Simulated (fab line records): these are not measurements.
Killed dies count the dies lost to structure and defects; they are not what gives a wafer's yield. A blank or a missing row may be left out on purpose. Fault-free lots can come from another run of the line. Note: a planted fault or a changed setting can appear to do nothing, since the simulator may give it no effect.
Which tool is to blame? | flow sky130 | 11 lots with 33 wafers sampled at 4 steps, on a route of 708 steps

WHAT THE GAUGES READ, wafer by wafer
SKY_SD_P_CD_MEAS_07: target cd 380 nm. Usual: cd nm at 379.4 nm, with a standard deviation of 2.6.
lot  | measured     | on        | cd nm (nm)        | flag
L436 | day 27 03:38 | cd sem-01 | 380.6 380.0 380.3 |
L440 | day 27 04:50 | cd sem-02 | 379.2 380.1 379.1 |
L444 | day 28 12:02 | cd sem-01 | 381.9 383.4 380.0 |
L446 | day 29 01:49 | cd sem-02 | 382.8 382.6 382.3 |
L445 | day 29 02:08 | cd sem-01 | 380.7 378.8 379.0 |
L449 | day 31 08:19 | cd sem-01 | 377.1 376.6 377.5 |
L452 | day 31 14:46 | cd sem-01 | 416.4 414.2 418.3 | OFF
L454 | day 31 23:40 | cd sem-02 | 418.5 418.7 418.4 | OFF
L457 | day 33 06:08 | cd sem-02 | 378.0 376.1 378.8 |
L458 | day 33 08:52 | cd sem-01 | 381.8 380.6 382.9 |
L459 | day 33 14:28 | cd sem-01 | 383.0 380.0 380.1 |

SKY_SD_N_TW_MEAS_12. Usual: SD_N_TW gives 3972 (standard deviation 71).
lot  | measured     | on            | SD_N_TW        | flag
L436 | day 29 12:41 | film metro-02 | 3952 3989 3990 |
L440 | day 29 14:49 | film metro-04 | 4083 4053 4068 |
L444 | day 30 21:44 | film metro-02 | 3948 3966 3951 |
L446 | day 31 10:16 | film metro-01 | 3910 3928 3921 |
L445 | day 31 11:11 | film metro-01 | 3941 3911 3932 |
L449 | day 33 15:57 | film metro-04 | 4080 4095 4053 |
L452 | day 33 21:49 | film metro-02 | 3952 3975 3948 |
L454 | day 34 05:06 | film metro-02 | 3973 3964 3957 |
L457 | day 35 11:02 | film metro-01 | 3889 3908 3876 |
L458 | day 35 14:52 | film metro-02 | 3975 3957 3945 |
L459 | day 35 19:55 | film metro-02 | 3949 3920 3918 |

TOOL THAT RAN EACH LOT (tool first, then ch and the chambers of the sampled wafers, then the start)
lot  | SKY_SD_P_COAT_02                  | SKY_SD_P_STRIP_10
L436 | litho track-03 ch 0, day 26 12:04 | plasma asher-04 ch 0,1, day 27 03:56
L440 | litho track-01 ch 0, day 26 13:43 | plasma asher-02 ch 0,1, day 27 05:09
L444 | litho track-03 ch 0, day 27 22:10 | plasma asher-01 ch 0,1, day 28 12:21
L446 | litho track-01 ch 0, day 28 11:11 | plasma asher-04 ch 0,1, day 29 02:06
L445 | litho track-02 ch 0, day 28 11:29 | plasma asher-01 ch 0,1, day 29 02:26
L449 | litho track-03 ch 0, day 30 17:52 | plasma asher-01 ch 0,1, day 31 08:41
L452 | litho track-03 ch 0, day 31 00:31 | plasma asher-04 ch 0,1, day 31 15:04
L454 | litho track-03 ch 0, day 31 08:58 | plasma asher-04 ch 0,1, day 31 23:58
L457 | litho track-01 ch 0, day 32 16:16 | plasma asher-02 ch 0,1, day 33 06:26
L458 | litho track-01 ch 0, day 32 19:40 | plasma asher-02 ch 0,1, day 33 09:10
L459 | litho track-01 ch 0, day 33 00:43 | plasma asher-04 ch 0,1, day 33 14:46
- SKY_SD_P_COAT_02: resist thk 1140 nm.
- SKY_SD_P_STRIP_10: strips in O2/N2.

AS READ BY THE TOOLS THEMSELVES (means over the sampled wafers that have a number; for cases with no such wafer, the mark the record gives instead)
SKY_SD_P_COAT_02. Usual: resist line temp C at 23.00 C, with a standard deviation of 0.12.
lot  | tool           | resist line temp C (C) | flag
L436 | litho track-03 | 23.03                  |
L440 | litho track-01 | 22.89                  |
L444 | litho track-03 | 22.93                  |
L446 | litho track-01 | 22.91                  |
L445 | litho track-02 | 22.99                  |
L449 | litho track-03 | 23.08                  |
L452 | litho track-03 | 23.00                  |
L454 | litho track-03 | 23.00                  |
L457 | litho track-01 | 23.07                  |
L458 | litho track-01 | 22.83                  |
L459 | litho track-01 | 23.10                  |

SKY_SD_P_STRIP_10. Usual: drypump motor current A 5.5 A, standard deviation 0.39; n2 flow sccm 300.0 sccm, standard deviation 0.93; oes product au 0.618 a.u., standard deviation 0.0049; strip time to endpoint s 17.45 s, standard deviation 0.045.
lot  | tool            | drypump motor current A (A) | n2 flow sccm (sccm) | oes product au (a.u.) | strip time to endpoint s (s) | flag
L436 | plasma asher-04 | 5.5                         | 299.3               | 0.621                 | 17.43                        |
L440 | plasma asher-02 | 5.8                         | 300.9               | 0.623                 | 17.54                        |
L444 | plasma asher-01 | 5.2                         | 300.5               | 0.621                 | 17.41                        |
L446 | plasma asher-04 | 5.5                         | 300.4               | 0.618                 | 17.45                        |
L445 | plasma asher-01 | 5.2                         | 299.9               | 0.624                 | 17.40                        |
L449 | plasma asher-01 | 5.5                         | 300.9               | 0.617                 | 17.48                        |
L452 | plasma asher-04 | 5.5                         | 300.3               | 0.583                 | 13.40                        | OFF
L454 | plasma asher-04 | 5.5                         | 300.1               | 0.587                 | 13.41                        | OFF
L457 | plasma asher-02 | 5.6                         | 300.7               | 0.619                 | 17.38                        |
L458 | plasma asher-02 | 5.8                         | 298.9               | 0.613                 | 17.38                        |
L459 | plasma asher-04 | 5.3                         | 299.6               | 0.620                 | 17.42                        |

THE ANSWER, worked out from the rows above alone
Rule: lot off if the mean of its wafers having a number is beyond 3 standard deviations from the usual mean. A lot without any number at a reading at which 4 lots or more have one is off too. The other lots that the step has rows for count as sound. The gauges are gone through in route order, then the tools' own readings, and for those a lot's mean is taken as printed above. At the first step where some lot is off, the reading lying furthest off is the one used; lots without a number count as furthest.
Off, at SKY_SD_P_CD_MEAS_07 on cd nm: L452, L454.
A tool fits if, at a process step before that reading, it ran every lot that is off, and no sound lot after the first of them. The gauges at SKY_SD_P_CD_MEAS_07 aren't tried: what is off there is off at SKY_SD_P_STRIP_10 too, on other tools, and a gauge's error can't cause that. One candidate fits, namely litho track-03 at SKY_SD_P_COAT_02. Its last sound lot is L449 (day 30 17:52), its first lot that is off L452 (day 31 00:31): a fault that began between those two fits.

WHAT THE SIMULATOR HAD PUT IN
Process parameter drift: litho track-03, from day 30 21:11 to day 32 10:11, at SKY_SD_P_COAT_02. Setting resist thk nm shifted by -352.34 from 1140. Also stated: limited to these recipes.
Lots struck among those shown: L452, L454. This agrees with what the rule above found.
